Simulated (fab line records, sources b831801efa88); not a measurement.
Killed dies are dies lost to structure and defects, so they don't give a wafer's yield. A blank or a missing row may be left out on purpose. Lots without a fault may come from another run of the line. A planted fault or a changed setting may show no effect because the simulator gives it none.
One fault seen from 2 desks | flow sfq_line | each desk has only its own numbers; what lay behind them comes last

THE METROLOGY DESK
What the gauges read, lot by lot, whatever tool the lot ran on: means of the sampled wafers that have a number. A lot is out of limits, marked OUT, if its mean lies more than 4 standard deviations from the usual mean; the brackets give that distance.
Columns: A = J5_OVL at SFQ_JJ_OVL_MEAS_931, usual -1 nm; B = M5_OVL at SFQ_M5_OVL_MEAS_932, usual -4 nm
lot  | first seen here | A  | B
L537 | day 41 05:49    | 1  | -5
L538 | day 41 09:25    | -3 | -7
L539 | day 41 11:49    | -2 | -9
L540 | day 41 20:01    | 3  | -3
L546 | day 43 09:13    | 0  | -2
L548 | day 44 10:26    | 0  | -12
L549 | day 45 04:27    | 2  | -2
L550 | day 45 11:39    | -3 | -4
L552 | day 45 20:02    | 6  | 1
L553 | day 45 23:39    | -2 | 0
L554 | day 46 10:28    | -7 | -5
L555 | day 46 18:53    | -1 | -3
L557 | day 47 06:53    | -4 | -10
L558 | day 47 15:17    | -3 | -8
L559 | day 47 18:54    | -8 | -1
This desk's finding: nothing out of limits on any of the 15 lots.

THE TOOL OWNER'S DESK: rie_metal-01
The tool's own readings at SFQ_TRILAYER_M5_BARC_OPEN_METAL_ETCH_161 (etches BARC in O2, target depth 125 nm, time 41.7 s): means of the sampled wafers that have a number, for each lot that ran on this tool. A lot is out of limits, marked OUT, if its mean lies more than 4 standard deviations from the usual mean; the brackets give that distance.
Columns: A = drypump_motor_current_A at SFQ_TRILAYER_M5_BARC_OPEN_METAL_ETCH_161, usual 5.4 A; B = oes_product_au at SFQ_TRILAYER_M5_BARC_OPEN_METAL_ETCH_161, usual 0.686 a.u.; C = run_length_s at SFQ_TRILAYER_M5_BARC_OPEN_METAL_ETCH_161, usual 70.1 s
lot  | first seen here | A   | B                | C
L537 | day 46 03:24    | 5.0 | 0.687            | 70.0
L538 | day 46 07:00    | 5.0 | 0.686            | 70.2
L539 | day 46 10:08    | 5.0 | 0.685            | 70.2
L546 | day 48 03:56    | 5.5 | 0.659 (-5.5) OUT | 72.8 (+4.2) OUT
L548 | day 48 23:14    | 5.4 | 0.662 (-4.9) OUT | 73.2 (+4.7) OUT
L549 | day 49 14:50    | 5.0 | 0.670            | 73.2 (+4.8) OUT
This desk's finding: out of limits on L546, L548, L549; first on L546, day 48 03:56 (oes_product_au at SFQ_TRILAYER_M5_BARC_OPEN_METAL_ETCH_161). In limits: L537, L538, L539.

PUT TOGETHER
The tool owner's desk could have raised an alarm at day 48 03:56, on L546, L548, L549.
The metrology desk saw nothing out of limits.
The metrology desk has L546, L548, L549 on record, within its limits.
Of the lots named, all ran SFQ_TRILAYER_M5_BARC_OPEN_METAL_ETCH_161 on rie_metal-01.

WHAT THE SIMULATOR HAD PUT IN
Process parameter drift: rie_metal-01, from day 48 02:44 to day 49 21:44, at SFQ_TRILAYER_M5_BARC_OPEN_METAL_ETCH_161. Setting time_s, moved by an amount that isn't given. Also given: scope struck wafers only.
Lots struck among those shown: L546, L548, L549.
Hours from the fault's start to each desk's first reading out of limits: the tool owner's desk, 1.
